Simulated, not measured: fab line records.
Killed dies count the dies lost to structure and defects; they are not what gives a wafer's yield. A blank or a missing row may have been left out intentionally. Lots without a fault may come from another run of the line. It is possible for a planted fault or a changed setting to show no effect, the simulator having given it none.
What tool caused it? ; flow sky130 ; 36 wafers from 12 lots sampled at 5 of the route's 708 steps

## WHAT THE GAUGES READ, wafer by wafer
Not one reading of a measure or inspect step in the record can be checked against a usual standard deviation.

## EACH LOT AND THE TOOL THAT RAN IT (in order: tool; ch and the chambers of the sampled wafers; start)
lot;SKY_METAL4_ETCH_16;SKY_VIA4_CMP_02;SKY_VIA4_SPUTTER_17;SKY_METAL5_SPUTTER_02;SKY_PAD_OPEN_PROBE_99
L345;rie_metal-01 ch 0,1, day 42 12:32;cmp-02 ch 1,2,3, day 42 13:40;pvd_sputter-03, day 43 13:15;pvd_sputter-03, day 43 14:37;prober-01, day 46 12:31
L346;rie_metal-01 ch 0,1, day 43 01:53;cmp-01 ch 0,1,2, day 43 03:07;pvd_sputter-01, day 44 02:28;pvd_sputter-03, day 44 03:12;prober-01, day 46 21:47
L348;rie_metal-03 ch 0,1, day 43 15:25;cmp-01 ch 0,1,3, day 43 16:38;pvd_sputter-04, day 44 16:06;pvd_sputter-03, day 44 16:50;prober-02, day 47 12:07
L350;rie_metal-01 ch 0,1, day 44 02:38;cmp-01 ch 1,2,3, day 44 03:49;pvd_sputter-01, day 45 02:15;pvd_sputter-04, day 45 02:59;prober-02, day 47 20:31
L353;rie_metal-04 ch 0, day 44 21:53;cmp-01 ch 0,1, day 44 23:03;pvd_sputter-01, day 45 21:06;pvd_sputter-02, day 45 21:50;prober-01, day 48 13:22
L360;rie_metal-03 ch 0,1, day 46 14:55;cmp-02 ch 0,1,2, day 46 16:02;pvd_sputter-04, day 47 13:05;pvd_sputter-04, day 47 13:50;prober-01, day 49 23:37
L361;rie_metal-04 ch 0,1, day 47 02:20;cmp-02 ch 0,1, day 47 03:30;pvd_sputter-04, day 48 00:09;pvd_sputter-03, day 48 00:53;prober-01, day 50 07:58
L362;rie_metal-04 ch 0,1, day 47 08:04;cmp-01 ch 0,2,3, day 47 09:14;pvd_sputter-01, day 48 05:49;pvd_sputter-02, day 48 06:34;prober-02, day 50 14:49
L363;rie_metal-01 ch 0,1, day 47 15:02;cmp-01 ch 0,1,2, day 47 16:36;pvd_sputter-01, day 48 12:19;pvd_sputter-04, day 48 13:03;prober-01, day 50 19:50
L364;rie_metal-04 ch 0, day 48 00:41;cmp-01 ch 0,1,2, day 48 01:52;pvd_sputter-01, day 48 21:16;pvd_sputter-03, day 48 22:01;prober-02, day 51 03:10
L366;rie_metal-01 ch 0, day 48 01:04;cmp-02 ch 0,1,2, day 48 02:17;pvd_sputter-04, day 48 22:13;pvd_sputter-03, day 48 22:58;prober-01, day 51 04:37
L365;rie_metal-03 ch 0,1, day 48 05:17;cmp-01 ch 0,2,3, day 48 06:25;pvd_sputter-01, day 49 01:35;pvd_sputter-03, day 49 02:26;prober-02, day 51 06:10
- SKY_METAL4_ETCH_16: etches BARC in N2/H2, stops on SiO2, time 88.2 s, target depth 60 nm.
- SKY_VIA4_CMP_02: polishes SiO2.
- SKY_VIA4_SPUTTER_17: material TiN, target thk 20 nm, time 80 s.
- SKY_METAL5_SPUTTER_02: material AlCu, target thk 1150 nm, time 61.2 s.
- SKY_PAD_OPEN_PROBE_99

## WHAT THE TOOLS THEMSELVES READ (means of the sampled wafers that have a number; where no wafer has one, the mark that the record gives instead)
SKY_METAL4_ETCH_16. Usual: drypump_motor_current_A 5.8 A, standard deviation 0.5; oes_product_au 0.626 a.u., standard deviation 0.0043; throttle_valve_pct 13.206 %, standard deviation 0.0085.
lot;tool;drypump_motor_current_A (A);oes_product_au (a.u.);throttle_valve_pct (%);flag
L345;rie_metal-01;5.9;0.630;13.202;
L346;rie_metal-01;5.9;0.624;13.208;
L348;rie_metal-03;5.9;0.627;13.198;
L350;rie_metal-01;5.5;0.626;13.207;
L353;rie_metal-04;6.2;0.625;13.203;
L360;rie_metal-03;5.9;0.625;13.215;
L361;rie_metal-04;5.8;0.629;13.200;
L362;rie_metal-04;5.8;0.628;13.211;
L363;rie_metal-01;5.6;0.620;13.202;
L364;rie_metal-04;6.2;0.625;13.202;
L366;rie_metal-01;6.3;0.629;13.208;
L365;rie_metal-03;5.6;0.626;13.210;

SKY_VIA4_CMP_02. Usual: motor_current_A 12.1 A, standard deviation 0.63.
lot;tool;motor_current_A (A);flag
L345;cmp-02;12.5;
L346;cmp-01;12.1;
L348;cmp-01;12.2;
L350;cmp-01;11.9;
L353;cmp-01;11.5;
L360;cmp-02;12.0;
L361;cmp-02;11.8;
L362;cmp-01;12.2;
L363;cmp-01;12.1;
L364;cmp-01;11.8;
L366;cmp-02;12.3;
L365;cmp-01;12.4;

SKY_VIA4_SPUTTER_17. Usual: cathode_dc_power_W 4000.0 W, standard deviation 0.66; throttle_valve_pct 29.9 %, standard deviation 1.3.
lot;tool;cathode_dc_power_W (W);throttle_valve_pct (%);flag
L345;pvd_sputter-03;3999.6;29.6;
L346;pvd_sputter-01;4000.5;30.9;
L348;pvd_sputter-04;3999.8;30.0;
L350;pvd_sputter-01;4064.3;30.2;OFF
L353;pvd_sputter-01;4129.2;28.9;OFF
L360;pvd_sputter-04;3999.8;28.8;
L361;pvd_sputter-04;3999.5;30.3;
L362;pvd_sputter-01;4000.2;30.9;
L363;pvd_sputter-01;4000.3;31.1;
L364;pvd_sputter-01;4000.5;29.8;
L366;pvd_sputter-04;4000.2;30.5;
L365;pvd_sputter-01;3999.7;30.6;

SKY_METAL5_SPUTTER_02. Usual: cathode_dc_power_W 10600 W, standard deviation 1.9; throttle_valve_pct 29.5 %, standard deviation 1.1.
lot;tool;cathode_dc_power_W (W);throttle_valve_pct (%);flag
L345;pvd_sputter-03;10601;30.2;
L346;pvd_sputter-03;10603;29.8;
L348;pvd_sputter-03;10598;29.3;
L350;pvd_sputter-04;10601;29.3;
L353;pvd_sputter-02;10602;29.8;
L360;pvd_sputter-04;10600;28.3;
L361;pvd_sputter-03;10601;29.3;
L362;pvd_sputter-02;10600;29.2;
L363;pvd_sputter-04;10601;29.0;
L364;pvd_sputter-03;10601;29.8;
L366;pvd_sputter-03;10600;30.0;
L365;pvd_sputter-03;10601;30.0;

SKY_PAD_OPEN_PROBE_99. Usual: defect_limited_yield 82.4 %, standard deviation 1.9; killed_at_M0_to_M3 43, standard deviation 6.7; killed_at_M4_up 3.1, standard deviation 1.9; killed_at_contacts 25, standard deviation 5; killed_at_front_end 15, standard deviation 4; killed_at_other 0.4, standard deviation 0.69; killed_dies 87, standard deviation 9.2; killed_on_rim 17, standard deviation 3.6; killed_open 46, standard deviation 7.1; killed_short 40, standard deviation 6.8; sort_bin_3_pad_short 0.9 %, standard deviation 0.48; sort_bin_5_function 10.3 %, standard deviation 1.5; sort_bin_6_memory 6.4 %, standard deviation 1.2; sort_n_pass 405, standard deviation 9.2; sort_yield_pct 82.4 %, standard deviation 1.9.
lot;tool;defect_limited_yield (%);killed_at_M0_to_M3;killed_at_M4_up;killed_at_contacts;killed_at_front_end;killed_at_other;killed_dies;killed_on_rim;killed_open;killed_short;sort_bin_3_pad_short (%);sort_bin_5_function (%);sort_bin_6_memory (%);sort_n_pass;sort_yield_pct (%);flag
L345;prober-01;80.0;50;5.0;25;19;0.3;98;18;46;52;1.0;12.3;6.7;394;80.0;
L346;prober-01;83.3;37;4.7;26;14;0.7;82;17;42;39;1.1;8.5;7.1;410;83.3;
L348;prober-02;81.4;49;1.7;24;17;0.0;92;18;47;45;0.9;11.9;5.8;400;81.4;
L350;prober-02;82.1;42;4.0;27;14;0.3;88;19;53;35;0.9;10.0;6.9;404;82.1;
L353;prober-01;81.6;47;4.3;24;16;0.0;91;18;51;38;1.1;10.8;6.6;401;81.6;
L360;prober-01;81.3;51;4.3;24;12;0.3;92;17;46;46;1.2;11.6;5.9;400;81.3;
L361;prober-01;83.3;40;1.7;29;11;0.3;82;16;47;34;0.7;10.6;5.4;410;83.3;
L362;prober-02;82.9;42;3.0;26;12;0.3;84;18;48;36;0.7;11.3;5.1;408;82.9;
L363;prober-01;81.9;46;2.3;27;13;0.7;89;20;47;41;0.6;10.8;6.6;403;81.9;
L364;prober-02;82.3;44;2.3;24;17;0.0;87;16;50;37;0.6;9.3;7.8;405;82.3;
L366;prober-01;82.3;42;2.0;29;14;0.3;87;16;43;44;1.1;10.6;6.0;405;82.3;
L365;prober-02;84.3;36;3.0;26;12;0.0;77;14;41;36;0.7;9.4;5.6;415;84.3;

## THE ANSWER, worked out from the rows above alone
Rule: a lot is off if the mean of its wafers that have a number lies more than 3 standard deviations from the usual mean. A lot without any number at a reading at which 4 lots or more have one is off too. The other lots that the step has rows for count as sound. First the gauges in route order, then the tools' own readings, where a lot's mean is used as printed above. The first step at which some lot is off is used, and at that step the reading that is off furthest; a lot without a number counts as furthest.
Off: L350, L353, at SKY_VIA4_SPUTTER_17 (cathode_dc_power_W).
A tool fits if, at that step or a process step before it, it ran every lot that is off, and no sound lot after the first of them. No candidate that was tried fits.

## WHAT THE SIMULATOR HAD INSERTED
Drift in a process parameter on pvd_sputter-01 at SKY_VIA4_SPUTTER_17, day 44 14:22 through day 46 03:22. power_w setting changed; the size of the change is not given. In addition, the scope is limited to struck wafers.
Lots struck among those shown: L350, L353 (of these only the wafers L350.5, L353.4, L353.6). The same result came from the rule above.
